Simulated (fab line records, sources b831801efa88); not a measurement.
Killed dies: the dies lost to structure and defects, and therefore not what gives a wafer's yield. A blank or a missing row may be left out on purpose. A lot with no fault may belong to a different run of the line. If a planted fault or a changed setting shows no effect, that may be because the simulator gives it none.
A struck lot beside a sound one / flow sky130 / 15 out of 708 route steps
Sound: the wafers L852.2, L852.5, L852.6. Struck: wafers L856.3, L856.5 (left out: L856.6, a lot-mate that was not struck); the cause follows at the end.
At each step with rows: each side's tool, then ch and its chambers, then its first start. Under that, the readings that differ: sound wafers / struck wafers / difference of the means / sigmas: that difference in standard deviations of wafers without a fault.
alike: readings with means less than 2 such deviations apart, plus words and numbers identical on both sides. not compared: withheld readings, readings lacking a value on some wafer, bounds such as >300 that could conceal the same value, and numbers that have no deviation in the record and whose values overlap.
Wherever a step has rows on one side only, a row that says differs or no value, or a row with sigmas, the two part there. Non-overlapping numbers with no deviation appear without sigmas and do not part them. A reading missing from all wafers of one side parts the sides only when that side holds two or more wafers.

SKY_VIA1_CMP_02: polishes SiO2.
  sound on cmp-02 ch 0,1, day 37 13:35; struck on cmp-02 ch 0,1, day 38 15:25
  alike: motor-current-A, slurry-flow-ml-min
SKY_VIA1_BOW_MEAS_03:
  sound on film-metro-01 at day 37 13:55; struck on film-metro-02 at day 38 15:39
reading=VIA1_BOW (um); sound=81 75 72; struck=94 90; difference=+16; sigmas=+2
then, 8 steps without rows for these wafers: SKY_VIA1_DEHYDRATE_04 (time 60 s); SKY_VIA1_HMDS_05 (prime time 60 s); SKY_VIA1_COAT_06 (resist thk 60 nm); SKY_VIA1_COAT_07 (resist thk 450 nm); SKY_VIA1_SOFTBAKE_08 (time 90 s); SKY_VIA1_EXPOSE_09 (exposes mask VIM, target cd 150 nm); SKY_VIA1_PEB_10; SKY_VIA1_DEVELOP_11 (develop time 60 s).
SKY_VIA1_CD_MEAS_12: the cd target is 150 nm.
  sound on cd-sem-01 at day 38 14:56; struck on cd-sem-01 at day 39 16:46
  alike: cd-nm
SKY_VIA1_OVL_MEAS_13:
  sound on overlay-02 at day 38 15:02; struck on overlay-02 at day 39 16:51
  alike: VIA1_OVL
SKY_VIA1_ETCH_14: etches BARC in N2/H2, stops on SiO2, time 45.9 s, target depth 60 nm.
  sound on rie-diel-03 ch 0,2,3, day 38 15:04; struck on rie-diel-03 ch 0, day 39 16:53
reading=model.KrF-thick_of_VIA1_COAT_07.thk-nm (nm); sound=391.1 390.3 391.5; struck=394.6 396.1; difference=+4.4; sigmas=
  alike: bias-w, drypump-motor-current-A, oes-product-au, throttle-valve-pct
  not compared: rf-hours-counter-h
SKY_VIA1_ETCH_15: etches SiO2 in C4F8/O2/Ar, stops on TiN, target depth 351 nm, time 54 s.
  sound on rie-diel-03 ch 0,2,3, day 38 15:07; struck on rie-diel-03 ch 0, day 39 16:55
  alike: bias-w, oes-product-au
  not compared: rf-hours-counter-h
SKY_PAD_OPEN_PROBE_99:
  the record has rows for the sound wafers here (prober-01, day 49 12:02) and none for the struck ones

## WHERE THEY PART
Earliest at SKY_VIA1_BOW_MEAS_03; latest, in this record, at SKY_PAD_OPEN_PROBE_99.

WHY: whatever the simulator had introduced
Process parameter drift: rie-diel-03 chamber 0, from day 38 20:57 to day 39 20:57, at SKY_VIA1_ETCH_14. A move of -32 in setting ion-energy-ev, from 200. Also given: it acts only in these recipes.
